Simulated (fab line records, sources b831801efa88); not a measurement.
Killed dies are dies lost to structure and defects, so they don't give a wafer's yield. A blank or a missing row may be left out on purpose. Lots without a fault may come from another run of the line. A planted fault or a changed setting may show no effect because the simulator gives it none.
A struck lot beside a sound one | flow gf180mcu | 45 steps out of a route of 602
Sound: wafers L262.2, L262.3, L262.4. Struck: wafers L269.2, L269.3, L269.6. The cause comes at the end.
At each step with rows: each side's tool, then ch and its chambers, then its first start. Under that, the readings that differ: sound wafers | struck wafers | difference of the means | sigmas: that difference in standard deviations of wafers without a fault.
alike: readings whose means differ by less than 2 such deviations, and words and numbers that are the same on both sides. not compared: withheld readings, readings that some wafer has no value for, bounds like >300 that may hide the same value, and numbers for which the record gives no deviation and whose values overlap.
The two part at a step that has a row with sigmas, a row that says differs or no value, or rows on one side only. Numbers that don't overlap but have no deviation are shown without sigmas and don't part them. A reading that every wafer of one side lacks parts them only if that side has two wafers or more.

first, 2 steps without rows for these wafers: GF_MVSD_IMPLANT_08; GF_MVSD_IMPLANT_09.
GF_MVSD_STRIP_10: strips in O2/N2.
  sound on plasma_asher-03 ch 0,1, day 5 18:28; struck on plasma_asher-01 ch 0,1, day 7 10:56
  reading               | sound             | struck            | difference | sigmas
  oes_product_au (a.u.) | 0.731 0.727 0.727 | 0.721 0.717 0.714 | -0.011     | -2
  alike: drypump_motor_current_A, heater_power_w, strip_time_to_endpoint_s
  not compared: rf_hours_counter_h
GF_MVSD_TW_MEAS_11:
  sound on film_metro-01, day 5 18:34; struck on film_metro-01, day 7 11:03
  reading | sound          | struck         | difference | sigmas
  MVSD_TW | 1589 1585 1593 | 1575 1578 1567 | -16        | -2
then, 7 steps without rows for these wafers: GF_MVPSD_DEHYDRATE_00 (time 60 s); GF_MVPSD_HMDS_01 (prime time 60 s); GF_MVPSD_COAT_02 (resist thk 3000 nm); GF_MVPSD_SOFTBAKE_03; GF_MVPSD_EXPOSE_04 (exposes mask MVPSD, target cd 1000 nm); GF_MVPSD_PEB_05; GF_MVPSD_DEVELOP_06 (develop time 60 s).
GF_MVPSD_OVL_MEAS_07:
  sound on overlay-01, day 6 09:14; struck on overlay-01, day 8 02:32
  alike: MVPSD_OVL
GF_MVPSD_IMPLANT_08:
  sound on implanter-03 ch 0, day 6 09:17; struck on implanter-03 ch 0, day 8 02:35
  reading       | sound                            | struck                           | difference  | sigmas
  dose_ions_cm2 | 1.4996e+13 1.4987e+13 1.4977e+13 | 1.4674e+13 1.4665e+13 1.4674e+13 | -3.1567e+11 | -17
then, 1 step without rows for these wafers: GF_MVPSD_IMPLANT_09.
GF_MVPSD_STRIP_10: strips in O2/N2.
  sound on plasma_asher-03 ch 0,1, day 6 09:34; struck on plasma_asher-01 ch 0,1, day 8 02:52
  alike: drypump_motor_current_A, heater_power_w, oes_product_au, strip_time_to_endpoint_s
  not compared: rf_hours_counter_h
GF_MVPSD_TW_MEAS_11:
  sound on film_metro-03, day 6 09:41; struck on film_metro-01, day 8 02:58
  alike: MVPSD_TW
then, 7 steps without rows for these wafers: GF_VT_IMPLANT_DEHYDRATE_00 (time 60 s); GF_VT_IMPLANT_HMDS_01 (prime time 60 s); GF_VT_IMPLANT_COAT_02 (resist thk 1000 nm); GF_VT_IMPLANT_SOFTBAKE_03 (time 60 s); GF_VT_IMPLANT_EXPOSE_04 (exposes mask LVPWELL LV AREA, target cd 600 nm); GF_VT_IMPLANT_PEB_05; GF_VT_IMPLANT_DEVELOP_06 (develop time 60 s).
GF_VT_IMPLANT_OVL_MEAS_07:
  sound on overlay-02, day 7 01:02; struck on overlay-02, day 8 19:49
  alike: VT_IMPLANT_OVL
then, 1 step without rows for these wafers: GF_VT_IMPLANT_IMPLANT_08.
GF_VT_IMPLANT_STRIP_09: strips in O2/N2.
  sound on plasma_asher-02 ch 0,1, day 7 01:13; struck on plasma_asher-03 ch 0,1, day 8 19:59
  alike: drypump_motor_current_A, heater_power_w, oes_product_au, strip_time_to_endpoint_s
  not compared: rf_hours_counter_h
GF_VT_IMPLANT_TW_MEAS_10:
  sound on film_metro-04, day 7 01:19; struck on film_metro-01, day 8 20:06
  alike: VT_IMPLANT_TW
then, 7 steps without rows for these wafers: GF_VT_IMPLANT_DEHYDRATE_11 (time 60 s); GF_VT_IMPLANT_HMDS_12 (prime time 60 s); GF_VT_IMPLANT_COAT_13 (resist thk 1000 nm); GF_VT_IMPLANT_SOFTBAKE_14 (time 60 s); GF_VT_IMPLANT_EXPOSE_15 (exposes mask Nwell LV AREA, target cd 860 nm); GF_VT_IMPLANT_PEB_16; GF_VT_IMPLANT_DEVELOP_17 (develop time 60 s).
GF_VT_IMPLANT_OVL_MEAS_18:
  sound on overlay-01, day 7 16:56; struck on overlay-01, day 9 13:01
  alike: VT_IMPLANT_01_OVL
then, 1 step without rows for these wafers: GF_VT_IMPLANT_IMPLANT_19.
GF_VT_IMPLANT_STRIP_20: strips in O2/N2.
  sound on plasma_asher-02 ch 0,1, day 7 17:07; struck on plasma_asher-03 ch 0,1, day 9 13:11
  reading                      | sound             | struck            | difference | sigmas
  strip_time_to_endpoint_s (s) | 12.65 12.60 12.60 | 12.69 12.70 12.70 | +0.08      | +2
  alike: drypump_motor_current_A, heater_power_w, oes_product_au
  not compared: rf_hours_counter_h
GF_VT_IMPLANT_TW_MEAS_21:
  sound on film_metro-04, day 7 17:13; struck on film_metro-03, day 9 13:18
  alike: VT_IMPLANT_2_TW
then, 4 steps without rows for these wafers: GF_VT_IMPLANT_DEHYDRATE_22 (time 60 s); GF_VT_IMPLANT_HMDS_23 (prime time 60 s); GF_VT_IMPLANT_COAT_24 (resist thk 1000 nm); GF_VT_IMPLANT_SOFTBAKE_25 (time 60 s).
GF_VT_IMPLANT_RS_MEAS_49: measures by four-point-probe.
  sound on film_metro-03, day 9 04:17; struck on film_metro-03, day 11 00:05
  reading           | sound                | struck               | difference | sigmas
  MVPSD_RS (ohm/sq) | 1169.2 1164.4 1172.5 | 1183.5 1183.7 1181.6 | +14.2      | +6
  not compared: hold
GF_VT_IMPLANT_WET_ETCH_50: etches SiO2 in dHF, target depth 20 nm, time 400 s.
  sound on wet_bench-04 ch 0, day 9 04:23; struck on wet_bench-04 ch 1, day 11 08:45
  reading | sound | struck                                                                     | difference                   | sigmas
  hold    | - - - | await_dispo/8.6h/release await_dispo/8.6h/release await_dispo/8.6h/release | no value on the sound wafers |
GF_PASSIVATION_PROBE_99:
  the record has rows for the sound wafers here (prober-02, day 31 05:48) and none for the struck ones

WHERE THEY PART
First at GF_MVSD_STRIP_10; last, within this record, at GF_PASSIVATION_PROBE_99.

WHY: what the simulator had put in
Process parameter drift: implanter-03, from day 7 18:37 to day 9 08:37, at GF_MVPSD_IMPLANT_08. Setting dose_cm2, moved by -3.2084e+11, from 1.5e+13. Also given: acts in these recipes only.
